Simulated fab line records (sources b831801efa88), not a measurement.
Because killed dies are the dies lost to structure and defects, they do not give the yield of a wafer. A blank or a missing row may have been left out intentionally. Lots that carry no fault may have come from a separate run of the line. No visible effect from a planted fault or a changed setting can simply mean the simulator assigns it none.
Comparing a struck lot with a sound one + flow gf180mcu + 14 steps out of a route of 602
Sound: wafers L608.1, L608.2, L608.6. Struck: wafer L617.6. The cause comes at the end.
Order at every step that has rows: each side's tool, ch and its chambers, its first start. Under that, the readings that differ: sound wafers + struck wafers + difference of the means + sigmas: that difference in standard deviations of wafers without a fault.
alike: words and numbers the same on both sides, and readings whose means are apart by under 2 such deviations; not compared: readings that were withheld, readings missing a value for some wafer, numbers with overlapping values and no deviation given by the record, and bounds like >300 which may hide the same value.
A row with sigmas, a row that says differs or no value, or rows on one side alone: a step with any of these is where the two part. When numbers do not overlap yet have no deviation, they are printed without sigmas and do not part them. Lack of a reading on every wafer of one side parts them only where that side has two or more wafers.

GF_V4_CD_MEAS_14: the cd target is 260 nm.
  sound on cd_sem-02, day 24 10:02; struck on cd_sem-01, day 27 06:40
  alike: cd_nm
GF_V4_OVL_MEAS_15:
  sound on overlay-01, day 24 10:09; struck on overlay-02, day 27 06:43
| reading     | sound      | struck | difference | sigmas |
|-------------|------------|--------|------------|--------|
| V4_OVL (nm) | -10 -9 -11 | 8      | +18        | +3     |
GF_V4_ETCH_16: etches BARC in N2/H2.
  sound on rie_diel-03 ch 0,2, day 24 10:11; struck on rie_diel-02 ch 0, day 27 06:45
  alike: drypump_motor_current_A, oes_product_au, throttle_valve_pct
GF_V4_ETCH_17: etches SiO2 in C4F8/O2/Ar, stops on TiN, target depth 630 nm.
  sound: rie_diel-03 ch 0,2; struck: rie_diel-02 ch 0
  alike: oes_product_au
GF_V4_STRIP_18: strips in O2/N2.
  sound on plasma_asher-04 ch 0,1, day 24 10:19; struck on plasma_asher-04 ch 1, day 27 06:55
  alike: drypump_motor_current_A, heater_power_w, oes_product_au
  not compared: rf_hours_counter_h
then, 3 steps without rows for these wafers: GF_V4_STRIP_19 (strips in post etch residue remover, time 1200 s); GF_V4_CLEAN_20 (cleans in DIW); GF_V4_SPUTTER_21 (material Ti, target thk 15 nm, time 80.02 s).
GF_V4_SPUTTER_22: material TiN, target thk 10 nm, time 40 s.
  sound on pvd_sputter-04, day 24 10:55; struck on pvd_sputter-03, day 27 07:29
  alike: throttle_valve_pct
GF_V4_CVD_23: deposits W, target thk 350 nm, time 104.9 s.
  sound on cvd_w-01 ch 0,1, day 24 10:57; struck on cvd_w-01 ch 0, day 27 07:34
  alike: heater_power_w
GF_V4_RS_MEAS_24: a four-point-probe measurement.
  sound on film_metro-02, day 24 11:04; struck on film_metro-04, day 27 07:43
  alike: V4_W_RS
GF_V4_THK_MEAS_25: measures by xrf.
  sound on film_metro-02, day 24 11:11; struck on film_metro-04, day 27 07:47
  alike: V4_W_THK
GF_V4_CMP_26: polishes, stops on SiO2, t overpolish 15 s, target thk 0 nm.
  sound on cmp-02 ch 0,1,3, day 24 11:14; struck on cmp-02 ch 0, day 27 07:59
| reading                | sound                | struck | difference | sigmas      |
|------------------------|----------------------|--------|------------|-------------|
| overpolish_run_s (s)   | 14.995 14.997 15.033 | 0.045  | -14.963    | -99 or more |
| time_to_endpoint_s (s) | 86 81 78             | 131    | +49        | +15         |
  alike: motor_current_A, platen_rpm
-- the record jumps here: 4 days lie between the struck wafers' starts before and after (it left off in module V4 and takes up again in module PASSIVATION, whose first step shown is number 602 of the route) --
GF_PASSIVATION_PROBE_99:
  the record has rows for the struck wafers here (prober-01, day 31 11:55) and none for the sound ones

== WHERE THEY PART ==
Last at GF_PASSIVATION_PROBE_99 as far as this record goes, first at GF_V4_OVL_MEAS_15.

WHY: the cause the simulator had injected
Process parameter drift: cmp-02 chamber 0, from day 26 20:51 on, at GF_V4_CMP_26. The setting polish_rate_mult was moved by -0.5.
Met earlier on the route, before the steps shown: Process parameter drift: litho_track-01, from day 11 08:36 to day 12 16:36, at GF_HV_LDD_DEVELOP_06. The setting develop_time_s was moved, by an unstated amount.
